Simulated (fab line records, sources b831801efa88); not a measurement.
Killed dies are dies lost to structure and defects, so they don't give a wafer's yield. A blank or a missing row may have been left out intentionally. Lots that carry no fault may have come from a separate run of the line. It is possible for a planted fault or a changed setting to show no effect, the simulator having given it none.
Check for tools in common ; flow sky130 ; Lots sampled 13, wafers sampled 39

## REASON FOR OPENING
1 of 13 lots carry a flag on the reading VT_ADJUST_LVTN_TW at SKY_VT_ADJUST_LVTN_TW_MEAS_10. Fault-free wafers read 239.9, with a standard deviation of 2.9.
Rule: a lot gets a flag if all its wafers with a number sit over 4 standard deviations from that mean, or if no wafer of it has a number. The other lots count as sound.

lot;measured;on;VT_ADJUST_LVTN_TW, wafer by wafer;flag
L265;day 7 05:24;filmMetro-01;238.1 237.0 235.8;
L266;day 7 09:04;filmMetro-01;237.4 235.2 237.3;
L267;day 7 18:07;filmMetro-04;242.2 242.2 241.2;
L268;day 8 02:30;filmMetro-01;236.2 235.6 236.0;
L269;day 8 07:58;filmMetro-04;244.2 244.6 242.8;
L270;day 8 11:45;filmMetro-04;243.1 245.1 242.6;
L271;day 8 15:47;filmMetro-02;240.1 240.9 241.7;
L277;day 10 12:15;filmMetro-01;29.4 29.5 29.5;FLAGGED
L280;day 11 07:55;filmMetro-02;238.7 238.1 238.0;
L282;day 11 17:20;filmMetro-04;242.5 243.8 245.2;
L285;day 12 15:22;filmMetro-01;237.4 237.5 236.6;
L286;day 12 23:43;filmMetro-01;237.8 237.7 237.7;
L287;day 13 02:37;filmMetro-02;240.9 241.2 240.4;
Average over the flagged lots: 29.5; offset from the usual -210.4, equal to -73 standard deviations.

## TOOL THAT RAN EACH LOT
Before the reading, the record contains 2 process steps out of a 708-step route. Read each cell as the tool, then ch plus the chambers that the sampled wafers visited, then the start.
lot;flag;SKY_FIELD_ISO_ETCH_15;SKY_VT_ADJUST_LVTN_EXPOSE_04
L265;;rieDiel-04 ch 0,1,2, day 2 10:56;ilineStepper-02 ch 0, day 6 19:42
L266;;rieDiel-02 ch 0,2,3, day 2 14:53;ilineStepper-02 ch 0, day 6 22:29
L267;;rieDiel-04 ch 1,2,3, day 2 20:53;ilineStepper-01 ch 0, day 7 08:03
L268;;rieDiel-04 ch 2,3, day 3 02:11;ilineStepper-02 ch 0, day 7 16:30
L269;;rieDiel-02 ch 1,2, day 3 06:53;ilineStepper-02 ch 0, day 7 21:26
L270;;rieDiel-02 ch 0,2,3, day 3 11:41;ilineStepper-02 ch 0, day 8 01:06
L271;;rieDiel-02 ch 0,1,2, day 3 16:06;ilineStepper-01 ch 0, day 8 06:13
L277;FLAGGED;rieDiel-04 ch 0,1,3, day 5 01:56;ilineStepper-02 ch 0, day 10 00:57
L280;;rieDiel-02 ch 0,1,3, day 5 15:23;ilineStepper-02 ch 0, day 10 20:46
L282;;rieDiel-01 ch 0,1,2, day 6 02:26;ilineStepper-01 ch 0, day 11 05:29
L285;;rieDiel-02 ch 0,2,3, day 6 20:42;ilineStepper-01 ch 0, day 12 03:20
L286;;rieDiel-04 ch 0,2, day 7 02:35;ilineStepper-01 ch 0, day 12 10:33
L287;;rieDiel-04 ch 0,1,3, day 7 05:24;ilineStepper-01 ch 0, day 12 13:47
What is done by these steps:
- SKY_FIELD_ISO_ETCH_15: etches the open film in CHF3/O2, stops on Si, target depth 180 nm, time 72 s.
- SKY_VT_ADJUST_LVTN_EXPOSE_04: exposes mask NWM COMPLEMENT LESS NATIVE, target cd 840 nm.
- SKY_VT_ADJUST_LVTN_TW_MEAS_10

## FLAGGED AGAINST TOTAL, ONE TOOL AT A TIME (gauges that did the reading follow at the end)
step;tool;lots run;flagged;share of the flagged lots;sound lots run after its first flagged lot
SKY_FIELD_ISO_ETCH_15;rieDiel-01;1;0;none;-
SKY_FIELD_ISO_ETCH_15;rieDiel-02;6;0;none;-
SKY_FIELD_ISO_ETCH_15;rieDiel-04;6;1;all;2 (L286,L287)
SKY_VT_ADJUST_LVTN_EXPOSE_04;ilineStepper-01;6;0;none;-
SKY_VT_ADJUST_LVTN_EXPOSE_04;ilineStepper-02;7;1;all;1 (L280)
SKY_VT_ADJUST_LVTN_TW_MEAS_10;filmMetro-01;6;1;all;2 (L285,L286)
SKY_VT_ADJUST_LVTN_TW_MEAS_10;filmMetro-02;3;0;none;-
SKY_VT_ADJUST_LVTN_TW_MEAS_10;filmMetro-04;4;0;none;-

## WHAT IS ALLOWED BY THE TABLE
Every flagged lot was run by 3 rows of the table: rieDiel-04 at SKY_FIELD_ISO_ETCH_15, ilineStepper-02 at SKY_VT_ADJUST_LVTN_EXPOSE_04 and filmMetro-01 at SKY_VT_ADJUST_LVTN_TW_MEAS_10.
- rieDiel-04 at SKY_FIELD_ISO_ETCH_15 ran 6 lots, 1 of them flagged. After the first flagged lot (L286, L287), sound lots still ran on it; a lasting fault on the whole tool would not permit that.
- ilineStepper-02 at SKY_VT_ADJUST_LVTN_EXPOSE_04 ran 7 lots, 1 of them flagged. After the first flagged lot (L280), sound lots still ran on it; a lasting fault on the whole tool would not permit that.
- filmMetro-01 at SKY_VT_ADJUST_LVTN_TW_MEAS_10 ran 6 lots, 1 of them flagged. After the first flagged lot (L285, L286), sound lots still ran on it; a lasting fault on the whole tool would not permit that.
Not one row of the table ran every flagged lot while running no sound lot after the first.

## WHAT HAD BEEN PUT IN BY THE SIMULATOR
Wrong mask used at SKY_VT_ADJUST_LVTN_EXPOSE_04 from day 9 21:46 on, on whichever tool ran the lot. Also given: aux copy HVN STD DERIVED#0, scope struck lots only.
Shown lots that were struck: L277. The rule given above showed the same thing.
